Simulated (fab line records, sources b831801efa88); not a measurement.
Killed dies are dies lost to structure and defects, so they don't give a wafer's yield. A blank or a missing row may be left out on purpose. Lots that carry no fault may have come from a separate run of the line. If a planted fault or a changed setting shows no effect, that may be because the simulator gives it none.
fab line records	flow sky130
[record] lots = 6	wafers = 18	last_day = 50
route steps=708 shown FIELD_ISO@13 NWELL@32 DNWELL@35 PWDE@45 PAD_OPEN@708
lots that met no fault: from a run of the same line without faults
start_h: start of the lot's first displayed wafer, in hours after the record's first day	wait_h: hours from the lot's prior step to this one	" as in the row above	L1.1+2: several wafers, shown together as one row	- no value present, or no start provided	* or withheld: withheld	< > ~ a bound
route shown NAME@n: names a module that has steps shown in the file, with the first one's number in the route	usual: average and standard deviation across the fault-free wafers	same: alike in all rows	chamber/n: place in a boat	sites: readings site by site	_std_site: standard deviation of those values	_edge_site: the outer-site mean with the inner-site mean subtracted	radius_mm: for every site, how far away it sits from the centre of the wafer	mask NAME#n: copy n	behind: the most recent tool/chamber to have shaped the wafer	hold: the reason the lot was held/the length of the hold in hours/how it ended	device: which transistor (n, p or np) failed to switch	end of line: the same wafers' tests at the end of the route	step lacking rows: just its recipe	killed: the dies lost at the first sort to structure and to defects; this is not the yield of the wafer	map: the dies of a wafer, with x for killed, . for not killed, _ for no die there
set.NAME: the setting as run; set.NAME@STEP: as run at that earlier step	model.NAME: the simulator's own value behind a step, which no gauge read
a table for each step, a row for each wafer; lots at some steps of the route
services: a tool's chamber out of use, with start hour (start_h, from the record's first day; less than 0 if before it), hours out, and reason
[[steps]]
[step SKY_FIELD_ISO_DEVELOP_12]
[recipe] develop_time_s = 60	resist = KrF-thick	dev_temp_c = 21
[step SKY_FIELD_ISO_CD_MEAS_13]
[recipe] target_cd_nm = 150
[usual] cd_nm = 150.2/1.6
lot.wafer	tool	chamber	start_h	wait_h	cd_nm
L630.1	cd_sem-02	-	29.38	-	151.9
L630.2	"	-	"	"	150.7
L630.6	"	-	"	"	152.0
L639.1	cd_sem-02	-	78.71	-	151.5
L639.3	"	-	"	"	150.7
L639.5	"	-	"	"	150.2
L640.3	cd_sem-01	-	87.35	-	151.8
L640.4	"	-	"	"	152.3
L640.5	"	-	"	"	152.3
L642.1	cd_sem-01	-	93.01	-	148.0
L642.2	"	-	"	"	149.8
L642.6	"	-	"	"	149.1
L643.1	cd_sem-01	-	102.21	-	150.6
L643.3	"	-	"	"	151.7
L643.6	"	-	"	"	150.7
L651.1	cd_sem-02	-	141.76	-	148.1
L651.3	"	-	"	"	149.1
L651.5	"	-	"	"	148.8
[step SKY_FIELD_ISO_ETCH_14]
[recipe] chemistry = N2/H2	target = BARC	ion_energy_ev = 200	source_w = 500	bias_w = 100	pressure_mtorr = 30	n2_flow_sccm = 100	h2_flow_sccm = 200	stop_on = SiO2	time_s = 45.9	target_depth_a = 600
[usual] drypump_motor_current_A = 5.83/0.27	n2_flow_sccm = 100.01/0.25	oes_product_au = 0.855/0.0045	throttle_valve_pct = 13.225/0.0086
lot.wafer	tool	chamber	start_h	wait_h	drypump_motor_current_A	n2_flow_sccm	oes_product_au	rf_hours_counter_h	throttle_valve_pct
L630.1	rie_diel-01	0	29.50	0.1	5.88	99.85	0.859	150	13.209
L630.2	"	1	"	"	5.81	100.23	0.858	2	13.218
L630.6	"	2	"	"	5.78	100.02	0.864	-	13.238
L639.1	rie_diel-01	3	78.83	0.1	5.55	99.77	0.855	147	13.227
L639.3	"	1	"	"	5.82	100.21	0.853	3	13.235
L639.5	"	0	"	"	5.87	99.72	0.852	-	13.219
L640.3	rie_diel-01	2	87.43	0.1	5.77	99.66	0.860	6	13.220
L640.4	"	3	"	"	5.55	99.82	0.855	147	13.219
L640.5	"	0	"	"	5.89	99.79	0.849	-	13.206
L642.1	rie_diel-02	2	93.13	0.1	6.02	100.22	0.860	9	13.225
L642.2	"	0	"	"	5.28	100.06	0.858	118	13.217
L642.6	"	3	"	"	5.66	99.89	0.849	-	13.217
L643.1	rie_diel-02	1	102.33	0.1	6.21	100.19	0.855	133	13.217
L643.3	"	3	"	"	5.68	99.85	0.856	99	13.237
L643.6	"	1	"	"	6.26	100.45	0.858	-	13.229
L651.1	rie_diel-01	1	141.88	0.1	5.82	100.01	0.861	4	13.206
L651.3	"	3	"	"	5.55	100.37	0.852	148	13.222
L651.5	"	2	"	"	5.78	99.89	0.856	-	13.229
[step SKY_FIELD_ISO_ETCH_15]
[recipe] chemistry = CHF3/O2	target_depth_nm = 180	stop_on = Si	source_w = 600	bias_w = 200	pressure_mtorr = 40	chf3_flow_sccm = 50	O2_flow_sccm = 5	time_s = 72
[usual] drypump_motor_current_A = 5.82/0.27	oes_product_au = 0.946/0.007	throttle_valve_pct = 8.844/0.01
lot.wafer	tool	chamber	start_h	wait_h	drypump_motor_current_A	oes_product_au	rf_hours_counter_h	throttle_valve_pct
L630.1	rie_diel-01	0	29.54	0.0	5.85	0.945	150	8.843
L630.2	"	1	"	"	5.81	0.939	2	8.847
L630.6	"	2	"	"	5.76	0.948	-	8.839
L639.1	rie_diel-01	3	78.87	0.0	5.53	0.933	147	8.833
L639.3	"	1	"	"	5.80	0.945	3	8.835
L639.5	"	0	"	"	5.87	0.943	-	8.837
L640.3	rie_diel-01	2	87.47	0.0	5.76	0.966	6	8.838
L640.4	"	3	"	"	5.56	0.962	147	8.862
L640.5	"	0	"	"	5.88	0.958	-	8.850
L642.1	rie_diel-02	2	93.17	0.0	6.02	0.940	9	8.850
L642.2	"	0	"	"	5.29	0.942	118	8.841
L642.6	"	3	"	"	5.65	0.939	-	8.849
L643.1	rie_diel-02	1	102.37	0.0	6.23	0.948	133	8.845
L643.3	"	3	"	"	5.66	0.943	99	8.836
L643.6	"	1	"	"	6.25	0.948	-	8.842
L651.1	rie_diel-01	1	141.92	0.0	5.79	0.950	4	8.829
L651.3	"	3	"	"	5.57	0.948	148	8.846
L651.5	"	2	"	"	5.80	0.935	-	8.836
[step SKY_FIELD_ISO_STRIP_16]
[recipe] chemistry = O2/N2	power_w = 1400	pressure_mtorr = 1500	platen_temp_c = withheld	o2_flow_sccm = 3000	n2_flow_sccm = 300	overash_fraction = 0.5
[usual] drypump_motor_current_A = 5.7/0.31	n2_flow_sccm = 299.9/0.9	oes_product_au = 0.379/0.0053	strip_time_to_endpoint_s = 3.55/0.038
lot.wafer	tool	chamber	start_h	wait_h	drypump_motor_current_A	n2_flow_sccm	oes_product_au	rf_hours_counter_h	strip_time_to_endpoint_s
L630.1	plasma_asher-04	0	29.60	0.0	6.0	300.1	0.386	34	3.58
L630.2	"	1	"	"	5.2	298.3	0.375	34	3.52
L630.6	"	0	"	"	5.9	299.0	0.372	-	3.60
L639.1	plasma_asher-04	0	78.93	0.0	5.9	300.3	0.374	39	3.52
L639.3	"	0	"	"	5.9	300.8	0.382	-	3.54
L639.5	"	1	"	"	5.3	298.8	0.384	-	3.55
L640.3	plasma_asher-01	1	87.56	0.1	5.3	300.8	0.384	-	3.61
L640.4	"	0	"	"	6.1	300.5	0.380	-	3.54
L640.5	"	1	"	"	5.3	299.5	0.387	-	3.56
L642.1	plasma_asher-04	0	93.23	0.0	6.0	300.0	0.374	41	3.53
L642.2	"	1	"	"	5.2	299.5	0.379	41	3.52
L642.6	"	1	"	"	5.3	300.7	0.372	-	3.55
L643.1	plasma_asher-01	1	102.43	0.0	5.3	299.1	0.375	40	3.57
L643.3	"	0	"	"	6.1	299.5	0.384	-	3.59
L643.6	"	0	"	"	6.1	300.4	0.380	-	3.58
L651.1	plasma_asher-03	1	141.98	0.0	5.7	299.0	0.373	36	3.51
L651.3	"	0	"	"	5.9	300.0	0.385	-	3.55
L651.5	"	1	"	"	5.6	299.0	0.383	-	3.62
[step SKY_FIELD_ISO_ETCH_17]
[recipe] target_depth_a = 3420	mask_material = Si3N4	chemistry = HBr/Cl2/O2	target = Si	taper_deg = 5	icp_w = 600	bias_w = 150	pressure_mtorr = 15	HBr_flow_sccm = 150	Cl2_flow_sccm = 40	O2_flow_sccm = 6	time_s = 97.7
[usual] drypump_motor_current_A = 5.7/0.47	oes_product_au = 0.994/0.01	throttle_valve_pct = 25.660/0.012
lot.wafer	tool	chamber	start_h	wait_h	drypump_motor_current_A	oes_product_au	rf_hours_counter_h	throttle_valve_pct
L630.1	rie_si-02	2	29.70	0.1	5.0	0.988	157	25.658
L630.2	"	1	"	"	5.8	0.999	1	25.678
L630.6	"	1	"	"	5.8	0.993	-	25.661
L639.1	rie_si-02	1	79.03	0.1	5.7	0.985	1	25.669
L639.3	"	2	"	"	5.0	0.985	0	25.682
L639.5	"	3	"	"	6.3	0.991	-	25.654
L640.3	rie_si-02	0	87.63	0.0	5.3	0.989	12	25.655
L640.4	"	1	"	"	5.8	0.986	1	25.647
L640.5	"	1	"	"	5.8	0.983	-	25.668
L642.1	rie_si-01	2	93.33	0.1	6.5	1.012	75	25.640
L642.2	"	1	"	"	5.7	0.991	8	25.645
L642.6	"	0	"	"	5.6	1.008	-	25.647
L643.1	rie_si-01	3	102.53	0.1	5.8	0.987	9	25.680
L643.3	"	0	"	"	5.6	0.998	90	25.658
L643.6	"	0	"	"	5.6	0.997	-	25.650
L651.1	rie_si-02	3	142.08	0.1	6.3	0.985	0	25.660
L651.3	"	0	"	"	5.3	0.994	12	25.669
L651.5	"	0	"	"	5.3	0.990	-	25.663
[step SKY_FIELD_ISO_WET_ETCH_18]
[recipe] chemistry = H3PO4	target_depth_nm = 25	temp_c = 160	target = Si3N4	time_s = 286
[step SKY_FIELD_ISO_CLEAN_19]
[recipe] chemistry = SC1/SC2	mix = 1:4:20	temp_c = 70	time_s = 150
[step SKY_FIELD_ISO_CLEAN_20]
[recipe] chemistry = dHF	time_s = 20	dilution = 100:1
[step SKY_FIELD_ISO_WET_ETCH_21]
[recipe] chemistry = dHF	dilution = 100:1	target_depth_nm = 20	dry = ipa_marangoni	target = SiO2	temp_c = 25	time_s = 400
[step SKY_FIELD_ISO_OXIDATION_22]
[recipe] temp_c = 950	ambient = O2	stabilise_s = 600	purge_s = 300	target_thk_a = 100	ox_time_s = 623
[step SKY_FIELD_ISO_THK_MEAS_23]
[recipe] reads = SiO2_of_FIELD_ISO_OXIDATION_22
[usual] FIELD_ISO_OXIDATION_01_THK = 10.05/0.18
lot.wafer	tool	chamber	start_h	wait_h	FIELD_ISO_OXIDATION_01_THK[nm]
L630.1	film_metro-02	-	31.97	0.0	10.07
L630.2	"	-	"	"	10.06
L630.6	"	-	"	"	10.05
L639.1	film_metro-03	-	83.96	0.0	10.48
L639.3	"	-	"	"	10.56
L639.5	"	-	"	"	10.35
L640.3	film_metro-04	-	90.78	0.0	10.18
L640.4	"	-	"	"	10.37
L640.5	"	-	"	"	10.31
L642.1	film_metro-03	-	95.20	0.0	10.10
L642.2	"	-	"	"	10.31
L642.6	"	-	"	"	10.39
L643.1	film_metro-02	-	104.05	0.0	10.00
L643.3	"	-	"	"	10.00
L643.6	"	-	"	"	9.82
L651.1	film_metro-02	-	146.26	0.0	10.07
L651.3	"	-	"	"	10.06
L651.5	"	-	"	"	10.06
[step SKY_FIELD_ISO_CVD_24]
[recipe] material = SiO2	target_thk_nm = 595	temp_c = 650	sigma_open_frac = 0.3	time_s = 99.2	sih4_flow_sccm = 60	pressure_mtorr = 6
lot.wafer	tool	chamber	start_h	wait_h
L630.1+2+6	hdpcvd-02	1,0,2	32.03	0.1
L639.1+3+5	hdpcvd-01	0,1,1	84.02	0.1
L640.3+4+5	hdpcvd-02	0,1,2	90.82	0.0
L642.1+2+6	hdpcvd-02	1,2,0	95.26	0.1
L643.1+3+6	hdpcvd-01	0,1,1	104.11	0.1
L651.1+3+5	hdpcvd-01	2,1,1	146.32	0.1
[step SKY_FIELD_ISO_THK_MEAS_25]
[recipe] reads = SiO2_of_FIELD_ISO_CVD_24
[usual] FIELD_ISO_CVD_24_THK = 600/6.4
lot.wafer	tool	chamber	start_h	wait_h	FIELD_ISO_CVD_24_THK[nm]
L630.1	film_metro-02	-	32.10	0.0	609
L630.2	"	-	"	"	598
L630.6	"	-	"	"	600
L639.1	film_metro-04	-	84.09	0.0	594
L639.3	"	-	"	"	591
L639.5	"	-	"	"	588
L640.3	film_metro-03	-	90.91	0.1	606
L640.4	"	-	"	"	602
L640.5	"	-	"	"	596
L642.1	film_metro-02	-	95.33	0.0	609
L642.2	"	-	"	"	601
L642.6	"	-	"	"	605
L643.1	film_metro-03	-	104.18	0.0	601
L643.3	"	-	"	"	596
L643.6	"	-	"	"	593
L651.1	film_metro-04	-	146.39	0.0	592
L651.3	"	-	"	"	590
L651.5	"	-	"	"	597
[step SKY_FIELD_ISO_ANNEAL_26]
[recipe] temp_c = 1000	time_s = 1800	ambient = N2
[step SKY_FIELD_ISO_CMP_27]
[recipe] stop_on = Si3N4	t_overpolish_s = 16	down_force_psi = 4	platen_rpm = 60	target_thk_nm = 457.8	pad_velocity_m_s = 0.94248
[step SKY_FIELD_ISO_WET_ETCH_28]
[recipe] chemistry = dHF	target_depth_nm = 23.7	target = SiO2	dilution = 10:1	temp_c = 25	time_s = 47
[step SKY_FIELD_ISO_WET_ETCH_29]
[recipe] chemistry = H3PO4	target_depth_nm = 160	target = Si3N4	temp_c = 160	time_s = 1825
[step SKY_FIELD_ISO_WET_ETCH_30]
[recipe] chemistry = dHF	target_depth_nm = 25	target = SiO2	dilution = 10:1	temp_c = 25	time_s = 50
[step SKY_NWELL_CLEAN_00]
[recipe] chemistry = SC1/SC2	mix = 1:4:20	temp_c = 70	time_s = 150	dry = n2_spin
[step SKY_NWELL_OXIDATION_01]
[recipe] temp_c = 900	ambient = O2	stabilise_s = 600	purge_s = 300	target_thk_a = 100	ox_time_s = 1418
[step SKY_NWELL_THK_MEAS_02]
[recipe] reads = SiO2_of_NWELL_OXIDATION_01
[usual] NWELL_OXIDATION_THK = 9.99/0.21
lot.wafer	tool	chamber	start_h	wait_h	NWELL_OXIDATION_THK[nm]
L630.1	film_metro-01	-	38.63	0.0	9.90
L630.2	"	-	"	"	9.83
L630.6	"	-	"	"	9.71
L639.1	film_metro-04	-	91.17	0.0	10.14
L639.3	"	-	"	"	9.91
L639.5	"	-	"	"	9.95
L640.3	film_metro-04	-	96.34	0.0	10.19
L640.4	"	-	"	"	10.08
L640.5	"	-	"	"	10.28
L642.1	film_metro-02	-	100.75	0.0	9.97
L642.2	"	-	"	"	10.16
L642.6	"	-	"	"	10.14
L643.1	film_metro-01	-	108.64	0.0	10.41
L643.3	"	-	"	"	10.37
L643.6	"	-	"	"	10.43
L651.1	film_metro-04	-	150.78	0.0	9.81
L651.3	"	-	"	"	9.70
L651.5	"	-	"	"	9.95
[step SKY_DNWELL_DEHYDRATE_00]
[recipe] temp_c = 200	time_s = 60
[step SKY_DNWELL_HMDS_01]
[recipe] prime_time_s = 60	prime_temp_c = 120
[step SKY_DNWELL_COAT_02]
[recipe] spin_rpm = 2000	resist_thk_nm = 3000
[step SKY_DNWELL_SOFTBAKE_03]
[recipe] temp_c = 110	time_s = withheld
[step SKY_DNWELL_EXPOSE_04]
[recipe] mask_id = DNM	na = 0.57	target_cd_nm = 3000	dose_mj = 222
[step SKY_DNWELL_PEB_05]
[recipe] temp_c = 115	time_s = withheld
[step SKY_DNWELL_DEVELOP_06]
[recipe] wall_angle_deg = 90	developer = TMAH	develop_time_s = 60	dev_temp_c = 23
[step SKY_DNWELL_IMPLANT_07]
[recipe] species = P	energy_kev = withheld	dose_cm2 = withheld	tilt_deg = withheld
[step SKY_DNWELL_STRIP_08]
[recipe] chemistry = O2/N2	power_w = 1400	pressure_mtorr = 1500	platen_temp_c = withheld	o2_flow_sccm = 3000	n2_flow_sccm = 300	overash_fraction = 0.5
[step SKY_DNWELL_TW_MEAS_09]
[usual] DNWELL_TW = 1111/9.3
lot.wafer	tool	chamber	start_h	wait_h	DNWELL_TW
L630.1	film_metro-04	-	54.06	0.1	1119
L630.2	"	-	"	"	1119
L630.6	"	-	"	"	1118
L639.1	film_metro-02	-	109.11	0.1	1107
L639.3	"	-	"	"	1113
L639.5	"	-	"	"	1113
L640.3	film_metro-01	-	114.18	0.1	1105
L640.4	"	-	"	"	1100
L640.5	"	-	"	"	1100
L642.1	film_metro-02	-	119.01	0.1	1101
L642.2	"	-	"	"	1111
L642.6	"	-	"	"	1107
L643.1	film_metro-04	-	126.97	0.1	1139
L643.3	"	-	"	"	1137
L643.6	"	-	"	"	1141
L651.1	film_metro-01	-	171.10	0.1	1109
L651.3	"	-	"	"	1107
L651.5	"	-	"	"	1106
[step SKY_PWDE_DEHYDRATE_00]
[recipe] temp_c = 200	time_s = 60
[step SKY_PWDE_HMDS_01]
[recipe] prime_time_s = 60	prime_temp_c = 120
[step SKY_PWDE_COAT_02]
[recipe] spin_rpm = 2000	resist_thk_nm = 3000
[step SKY_PWDE_SOFTBAKE_03]
[recipe] temp_c = 110	time_s = withheld
[step SKY_PWDE_EXPOSE_04]
[recipe] mask_id = PWDEM	na = 0.6	source_shape = conventional	sigma_outer = 0.6	polarization = unpolarized	target_cd_nm = 840	dose_mj = 214
[step SKY_PWDE_PEB_05]
[recipe] temp_c = 115	time_s = withheld
[step SKY_PWDE_DEVELOP_06]
[recipe] wall_angle_deg = 90	developer = TMAH	develop_time_s = 60	dev_temp_c = 23
[step SKY_PWDE_OVL_MEAS_07]
[usual] PWDE_OVL = -0.8/1.3
lot.wafer	tool	chamber	start_h	wait_h	PWDE_OVL[nm]
L630.1	overlay-01	-	69.16	-	-0.5
L630.2	"	-	"	"	-0.5
L630.6	"	-	"	"	-2.5
L639.1	overlay-01	-	127.36	-	1.0
L639.3	"	-	"	"	2.0
L639.5	"	-	"	"	1.1
L640.3	overlay-01	-	133.52	-	-0.3
L640.4	"	-	"	"	0.1
L640.5	"	-	"	"	0.3
L642.1	overlay-01	-	137.71	-	-2.3
L642.2	"	-	"	"	-2.0
L642.6	"	-	"	"	-1.5
L643.1	overlay-02	-	146.46	-	1.0
L643.3	"	-	"	"	1.1
L643.6	"	-	"	"	1.7
L651.1	overlay-01	-	191.75	-	2.3
L651.3	"	-	"	"	0.3
L651.5	"	-	"	"	1.2
[step SKY_PWDE_IMPLANT_08]
[recipe] species = B	energy_kev = 150	dose_cm2 = 3.6e+12	tilt_deg = withheld
[step SKY_PWDE_STRIP_09]
[recipe] chemistry = O2/N2	power_w = 1400	pressure_mtorr = 1500	platen_temp_c = withheld	o2_flow_sccm = 3000	n2_flow_sccm = 300	overash_fraction = 0.5
[usual] drypump_motor_current_A = 5.8/0.43	n2_flow_sccm = 299.9/0.89	oes_product_au = 0.723/0.0045	strip_time_to_endpoint_s = 36.95/0.1
lot.wafer	tool	chamber	start_h	wait_h	drypump_motor_current_A	n2_flow_sccm	oes_product_au	rf_hours_counter_h	strip_time_to_endpoint_s
L630.1	plasma_asher-04	0	69.50	0.2	5.9	301.1	0.728	38	36.99
L630.2	"	1	"	"	5.2	301.2	0.730	38	37.00
L630.6	"	0	"	"	5.9	300.8	0.728	-	37.02
L639.1	plasma_asher-02	0	127.54	0.1	6.5	298.9	0.726	1	36.99
L639.3	"	1	"	"	5.8	300.1	0.729	-	37.04
L639.5	"	0	"	"	6.5	298.3	0.730	-	37.01
L640.3	plasma_asher-01	0	133.73	0.1	6.1	300.1	0.717	-	36.86
L640.4	"	1	"	"	5.3	300.0	0.730	-	36.84
L640.5	"	1	"	"	5.3	300.4	0.715	-	36.83
L642.1	plasma_asher-01	0	137.90	0.1	6.1	299.1	0.728	45	37.03
L642.2	"	1	"	"	5.3	300.7	0.720	45	37.05
L642.6	"	1	"	"	5.3	300.2	0.725	-	37.06
L643.1	plasma_asher-04	0	146.65	0.1	5.9	298.9	0.724	43	37.07
L643.3	"	0	"	"	5.9	300.6	0.721	-	37.00
L643.6	"	0	"	"	5.9	300.7	0.718	-	36.98
L651.1	plasma_asher-04	1	191.94	0.1	5.2	300.0	0.727	48	36.92
L651.3	"	1	"	"	5.2	300.5	0.724	-	36.94
L651.5	"	1	"	"	5.2	301.0	0.714	-	36.89
[step SKY_PAD_OPEN_PROBE_99]
[usual] killed_at_M0_to_M3 = 43/6.8	killed_at_M4_up = 3.0/1.8	killed_at_contacts = 23/5.4	killed_at_front_end = 15/4.4	killed_at_other = 0.3/0.51	killed_dies = 85/9.2	killed_open = 47/6.8	killed_short = 39/6.8
[same] gross_dies = 492	killed_at_back_side = 0
lot.wafer	tool	chamber	start_h	wait_h	killed_at_M0_to_M3	killed_at_M4_up	killed_at_contacts	killed_at_front_end	killed_at_other	killed_dies	killed_open	killed_short
L630.1	prober-02	-	1075.02	0.1	45	2	32	14	1	94	55	39
L630.2	prober-02	-	1075.07	0.1	55	1	26	20	0	102	53	49
L630.6	prober-02	-	1075.27	0.2	41	1	28	11	1	82	40	42
L640.3	prober-01	-	1147.17	0.2	38	1	22	69	0	130	45	40
L640.4	prober-01	-	1147.22	0.2	33	4	25	72	0	134	40	38
L640.5	prober-01	-	1147.27	0.2	40	1	21	58	0	120	40	34
L642.1	prober-02	-	1152.29	0.1	40	7	16	66	0	129	46	24
L642.2	prober-02	-	1152.34	0.1	37	3	24	59	0	123	41	37
L642.6	prober-02	-	1152.54	0.2	48	4	23	63	1	139	44	45
L643.1	prober-01	-	1155.84	0.1	40	4	24	15	1	84	39	45
L643.3	prober-01	-	1155.94	0.2	40	0	30	14	0	84	44	40
L643.6	prober-01	-	1156.09	0.2	42	4	26	17	0	89	51	37
L651.1	prober-02	-	1197.87	0.1	46	3	27	10	0	86	50	36
L651.3	prober-02	-	1197.97	0.2	45	6	22	13	0	86	47	39
L651.5	prober-02	-	1198.07	0.2	40	0	35	14	0	89	57	32
// killed by level:class
L630.1 VIA1:geometric_particle:open=12 CONTACT:geometric_particle:open=10 LI_CONTACT:geometric_particle:open=10 VIA2:geometric_particle:open=6 CONTACT:geometric_particle:short=5 METAL2:geometric_particle:short=5 VIA3:geometric_particle:open=5 FIELD_ISO:geometric_particle:open=4
L630.2 VIA1:geometric_particle:open=17 METAL2:geometric_particle:short=9 LI_CONTACT:geometric_particle:open=7 CONTACT:geometric_particle:open=7 METAL1:geometric_particle:short=6 VIA2:geometric_particle:open=6 FIELD_ISO:geometric_particle:short=5 FIELD_ISO:geometric_particle:open=5
L630.6 METAL2:geometric_particle:short=12 VIA1:geometric_particle:open=10 CONTACT:geometric_particle:open=9 LI_CONTACT:geometric_particle:open=8 LI_CONTACT:geometric_particle:short=5 VIA1:geometric_particle:short=5 POLY_GATE:geometric_particle:open=4 LOCAL_INTERCONNECT:geometric_particle:short=4
L640.3 FIELD_ISO:unspecified=45 VIA3:geometric_particle:open=10 CONTACT:geometric_particle:short=8 POLY_GATE:geometric_particle:open=7 POLY_GATE:geometric_particle:short=6 CONTACT:geometric_particle:open=6 VIA2:geometric_particle:open=5 FIELD_ISO:geometric_particle:short=4
L640.4 FIELD_ISO:unspecified=56 VIA1:geometric_particle:open=10 CONTACT:geometric_particle:open=8 CONTACT:geometric_particle:short=7 POLY_GATE:geometric_particle:short=6 LI_CONTACT:geometric_particle:open=6 METAL2:geometric_particle:short=5 VIA3:geometric_particle:open=5
L640.5 FIELD_ISO:unspecified=46 LI_CONTACT:geometric_particle:open=10 VIA2:geometric_particle:open=8 METAL1:geometric_particle:short=6 VIA1:geometric_particle:open=6 CONTACT:geometric_particle:open=5 METAL3:geometric_particle:short=5 POLY_GATE:geometric_particle:short=4
L642.1 FIELD_ISO:unspecified=59 VIA1:geometric_particle:open=14 VIA3:geometric_particle:open=7 LI_CONTACT:geometric_particle:open=6 METAL2:geometric_particle:short=5 METAL4:geometric_particle:short=5 METAL2:geometric_particle:open=5 CONTACT:geometric_particle:short=4
L642.2 FIELD_ISO:unspecified=45 VIA1:geometric_particle:open=10 LI_CONTACT:geometric_particle:open=7 LI_CONTACT:geometric_particle:short=6 VIA1:geometric_particle:short=6 VIA3:geometric_particle:open=5 CONTACT:geometric_particle:open=5 FIELD_ISO:geometric_particle:open=4
L642.6 FIELD_ISO:unspecified=50 VIA1:geometric_particle:open=10 METAL1:geometric_particle:short=9 VIA2:geometric_particle:open=8 CONTACT:geometric_particle:open=6 LI_CONTACT:geometric_particle:short=5 LOCAL_INTERCONNECT:geometric_particle:short=5 METAL2:geometric_particle:short=5
L643.1 CONTACT:geometric_particle:open=9 VIA1:geometric_particle:short=8 VIA3:geometric_particle:open=7 VIA3:geometric_particle:short=5 POLY_GATE:geometric_particle:open=5 LI_CONTACT:geometric_particle:open=5 POLY_GATE:geometric_particle:short=4 METAL1:geometric_particle:short=4
L643.3 LI_CONTACT:geometric_particle:open=14 VIA1:geometric_particle:open=9 METAL1:geometric_particle:short=7 CONTACT:geometric_particle:short=6 VIA3:geometric_particle:open=6 FIELD_ISO:geometric_particle:short=5 LI_CONTACT:geometric_particle:short=5 METAL2:geometric_particle:short=4
L643.6 LI_CONTACT:geometric_particle:open=9 CONTACT:geometric_particle:open=9 VIA1:geometric_particle:open=8 METAL2:geometric_particle:short=8 POLY_GATE:geometric_particle:open=5 VIA1:geometric_particle:short=5 VIA3:geometric_particle:open=5 POLY_GATE:geometric_particle:short=4
L651.1 VIA3:geometric_particle:open=12 CONTACT:geometric_particle:open=11 VIA1:geometric_particle:open=11 VIA2:geometric_particle:open=8 FIELD_ISO:geometric_particle:short=5 LI_CONTACT:geometric_particle:short=4 LI_CONTACT:geometric_particle:open=4 LOCAL_INTERCONNECT:geometric_particle:short=4
L651.3 VIA2:geometric_particle:open=10 CONTACT:geometric_particle:open=9 VIA1:geometric_particle:open=6 METAL2:geometric_particle:short=6 VIA3:geometric_particle:open=6 CONTACT:geometric_particle:short=5 METAL1:geometric_particle:short=5 LOCAL_INTERCONNECT:geometric_particle:short=4
L651.5 LI_CONTACT:geometric_particle:open=11 VIA1:geometric_particle:open=9 CONTACT:geometric_particle:open=8 VIA2:geometric_particle:open=8 CONTACT:geometric_particle:short=6 LOCAL_INTERCONNECT:geometric_particle:short=5 VIA3:geometric_particle:open=5 FIELD_ISO:geometric_particle:open=4
// map L640.4 (x killed, . not)
__________..x..x...._________
________.....x....xx.._______
______....x..x...x.x...x_____
_____.......x..xx.....x.x____
____x....xx.........x..x..___
___.x..............x..x...x__
__.x..x.........x.x...xx..x._
_...x.x..............x...x...
_......xx.x.x........xx...x..
_.xxxxxx..x.......x...x......
_.xxxxxxxx.x.............x...
_..xxxxxxxx..x.x...x..x......
_xxxxxxxxxxx........x....x...
_xxxxxxxxxxx....x............
_..xxxx.xxxxx..x........x....
__...xxx.xx..x....x.......x._
___.x.xxx......x...........__
____xx....x...............___
_____......x.............____
______...x..x..x........_____
________.x.......x.x.._______
__________......x..x_________
// map L642.6 (x killed, . not)
__________.......x.._________
________.xx....x..xxx._______
______..........xx...xx._____
_____....x.x....x.x.xx...____
____x...x.........x.......___
___....x...x........x.x....__
__....xx.......x..x...x....._
_...............x.....xxxxx.x
_.x..x........x....x..xxxxxxx
_.............x...x...xxxxxxx
_.........xx...x...x.xxxxxxxx
_.......x...........xxxxxxxxx
_.xx....x.x.xx........xxxxxxx
_........x....x..x.....xxxxxx
_.x.........x....x..x..xxxxx.
__x.........xx.x..x.x.....xx_
___..x.....x.....x....xx..x__
____..x....x.x...........x___
_____...x.......x....xx..____
______x....x.x.x........_____
________..x..x.......x_______
__________.x........_________
[[services]]
tool	chamber	start_h	hours	kind
rie_si-01	2	8.84	2.4	repair
plasma_asher-01	-	9.87	14.6	pm
rie_si-02	1	15.43	2.1	repair
hdpcvd-02	-	21.49	6.0	pm
rie_si-01	3	23.89	4.5	repair
plasma_asher-01	-	34.94	1.1	repair
rie_diel-01	0	51.00	4.0	repair
rie_si-02	-	54.66	1.7	repair
rie_diel-01	3	58.85	17.0	repair
plasma_asher-01	-	64.96	1.6	repair
hdpcvd-01	-	66.75	15.0	pm
plasma_asher-02	-	94.73	0.6	repair
plasma_asher-01	-	95.22	2.8	pm
plasma_asher-04	-	105.07	28.1	pm
rie_si-02	3	108.36	2.2	repair
plasma_asher-02	-	108.75	9.0	pm
rie_si-01	-	110.21	0.3	repair
plasma_asher-02	-	111.51	10.1	repair
rie_diel-01	2	117.47	4.6	repair
rie_si-01	1	154.84	4.2	repair
rie_diel-01	0	158.90	-	clean
rie_diel-01	0	158.90	14.4	scheduled_down
rie_diel-01	0	158.90	14.4	vent_cycle
rie_diel-01	3	173.59	-	clean
[[key]]
[first_sign] step = SKY_PAD_OPEN_PROBE_99	reading = killed_at_front_end	direction = up	sigmas = 11	usual = 15	struck = 64
[effect] step = SKY_PAD_OPEN_PROBE_99	reading = killed_dies	direction = up	sigmas = 4.8	usual = 85	struck = 129
met_at SKY_FIELD_ISO_CVD_24
struck_wafers L640.3,L640.4,L640.5,L642.1,L642.2,L642.6
tester_left_out L640,L642
onset_between 32.03 90.82
also_fits SKY_PWDE_STRIP_09:plasma_asher-01
[fault] kind = chamber_particle_source	tool = hdpcvd-02	chamber = -	onset_h = 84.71	steps = SKY_FIELD_ISO_CVD_24	rate_per_visit_cm2 = 0.92871	end_h = 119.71
// tester_left_out: of these lots the tester's yield and bins aren't shown, on N5 and GAA mostly nor the transistor test; their killed dies are dies lost to structure and defects alone, not to doping, threshold or leakage, so they don't give the yield
